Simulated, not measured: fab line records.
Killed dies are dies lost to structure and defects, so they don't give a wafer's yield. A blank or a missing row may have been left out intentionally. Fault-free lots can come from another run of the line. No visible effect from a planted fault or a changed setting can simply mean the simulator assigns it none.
What tool caused it? | flow sky130 | Sampling: 12 lots, 36 wafers, 4 of 708 route steps

## WHAT THE GAUGES READ, wafer by wafer
SKY_CONTACT_THK_MEAS_01.
lot  | measured     | on            | CONTACT_CVD_00_THK (nm)
L227 | day 31 15:04 | film metro-02 | 72.6 75.3 73.7
L229 | day 32 02:59 | film metro-02 | 72.9 75.1 74.8
L230 | day 32 08:32 | film metro-02 | 74.9 74.8 75.0
L233 | day 33 01:16 | film metro-04 | 73.8 72.8 73.3
L234 | day 33 14:00 | film metro-03 | 73.5 75.2 74.6
L235 | day 33 17:26 | film metro-03 | 73.4 74.2 75.0
L236 | day 34 02:15 | film metro-02 | 73.7 74.7 75.5
L237 | day 34 10:28 | film metro-04 | 74.7 74.3 75.0
L239 | day 35 05:07 | film metro-04 | 73.9 74.1 74.8
L247 | day 37 05:41 | film metro-04 | 74.8 74.7 76.5
L248 | day 37 14:38 | film metro-03 | 74.4 75.5 75.0
L249 | day 37 22:09 | film metro-04 | 74.1 74.6 75.3

SKY_CONTACT_CD_MEAS_14: target cd 170 nm.
lot  | measured     | on        | cd nm (nm)
L227 | day 32 19:29 | cd sem-01 | 169.5 168.7 169.4
L229 | day 33 07:14 | cd sem-01 | 167.6 167.9 167.9
L230 | day 33 12:01 | cd sem-01 | 172.5 173.2 170.6
L233 | day 34 05:29 | cd sem-02 | 169.2 168.9 168.8
L234 | day 34 17:04 | cd sem-02 | 169.9 168.6 168.5
L235 | day 34 20:42 | cd sem-01 | 171.5 172.1 173.6
L236 | day 35 04:59 | cd sem-02 | 171.7 170.5 170.4
L237 | day 35 13:17 | cd sem-01 | 170.1 170.4 172.6
L239 | day 36 08:01 | cd sem-02 | 170.4 169.7 171.1
L247 | day 38 07:53 | cd sem-01 | 171.3 170.6 170.8
L248 | day 38 16:25 | cd sem-01 | 170.1 170.9 171.8
L249 | day 38 23:59 | cd sem-02 | 169.8 168.3 168.5

## TOOL THAT RAN EACH LOT (tool first, then ch and the chambers of the sampled wafers, then the start)
lot  | SKY_CONTACT_CVD_00              | SKY_CONTACT_CMP_04
L227 | pecvd-01 ch 0,2, day 31 15:01   | cmp-02 ch 0,1, day 31 15:24
L229 | pecvd-01 ch 1,2, day 32 02:57   | cmp-02 ch 1,2,3, day 32 03:11
L230 | pecvd-02 ch 1,2, day 32 08:30   | cmp-01 ch 1,2,3, day 32 08:43
L233 | pecvd-02 ch 0,1,2, day 33 01:14 | cmp-01 ch 0,1,2, day 33 01:36
L234 | pecvd-01 ch 1,2, day 33 13:58   | cmp-01 ch 0,2, day 33 14:16
L235 | pecvd-02 ch 1,2, day 33 17:24   | cmp-01 ch 1,3, day 33 17:37
L236 | pecvd-01 ch 0,1, day 34 02:13   | cmp-02 ch 1,3, day 34 02:29
L237 | pecvd-04 ch 0,1,2, day 34 10:26 | cmp-01 ch 0,1,2, day 34 10:43
L239 | pecvd-04 ch 0,1,2, day 35 05:05 | cmp-02 ch 1,2, day 35 05:21
L247 | pecvd-04 ch 0,2, day 37 05:39   | cmp-01 ch 0,1,3, day 37 05:52
L248 | pecvd-02 ch 0,1,2, day 37 14:35 | cmp-01 ch 0,3, day 37 14:51
L249 | pecvd-02 ch 0,2, day 37 22:07   | cmp-01 ch 0,1,3, day 37 22:20
- SKY_CONTACT_CVD_00: deposits Si3N4, target thk 75 nm.
- SKY_CONTACT_CMP_04: polishes SiO2.

## WHAT THE TOOLS THEMSELVES READ (means of the sampled wafers that have a number; where no wafer has one, the mark that the record gives instead)
SKY_CONTACT_CVD_00.
lot  | tool     | heater power w (W)
L227 | pecvd-01 | 666
L229 | pecvd-01 | 720
L230 | pecvd-02 | 676
L233 | pecvd-02 | 632
L234 | pecvd-01 | 696
L235 | pecvd-02 | 690
L236 | pecvd-01 | 597
L237 | pecvd-04 | 801
L239 | pecvd-04 | 783
L247 | pecvd-04 | 855
L248 | pecvd-02 | 639
L249 | pecvd-02 | 740

SKY_CONTACT_CMP_04.
lot  | tool   | head pressure psi (psi) | motor current A (A) | slurry flow ml min | time to endpoint s (s)
L227 | cmp-02 | 3.998                   | 11.9                | 150.4              | 81
L229 | cmp-02 | 4.007                   | 10.8                | 149.8              | 81
L230 | cmp-01 | 4.002                   | 12.1                | 149.9              | 83
L233 | cmp-01 | 4.004                   | 12.6                | 149.6              | 78
L234 | cmp-01 | 3.999                   | 13.3                | 150.0              | 81
L235 | cmp-01 | 3.994                   | 12.0                | 149.8              | 82
L236 | cmp-02 | 4.006                   | 11.2                | 149.5              | 86
L237 | cmp-01 | 4.005                   | 12.6                | 149.8              | 87
L239 | cmp-02 | 4.002                   | 11.0                | 150.9              | 89
L247 | cmp-01 | 4.001                   | 12.2                | 150.0              | 78
L248 | cmp-01 | 3.997                   | 12.7                | 150.4              | 77
L249 | cmp-01 | 4.000                   | 12.3                | 150.0              | 80

## THE ANSWER, worked out from the rows above alone
Rule: the lots themselves supply what counts as usual. Put in order of their means at a reading, lots are off if they are a third of the lots or fewer, leave a main group of 4 or more, and stand apart from it by a gap of 3 or more times the standard deviation of the main group's means; of several such gaps the widest counts. The tables above print the reading to a certain number of digits; a main group whose means all agree to those digits is not used. Also off: a lot with no number at a reading for which 4 or more lots have one. Any other lot the step has rows for is counted as sound. Order of review: gauges by route order, followed by the tools' own readings, for which a lot's mean as printed above is used. The first step at which some lot is off is used, and at that step the reading that is off furthest; a lot without a number counts as furthest.
Across all readings shown, no lot is off: no conclusion can be drawn from this.

## WHAT THE SIMULATOR HAD PUT IN
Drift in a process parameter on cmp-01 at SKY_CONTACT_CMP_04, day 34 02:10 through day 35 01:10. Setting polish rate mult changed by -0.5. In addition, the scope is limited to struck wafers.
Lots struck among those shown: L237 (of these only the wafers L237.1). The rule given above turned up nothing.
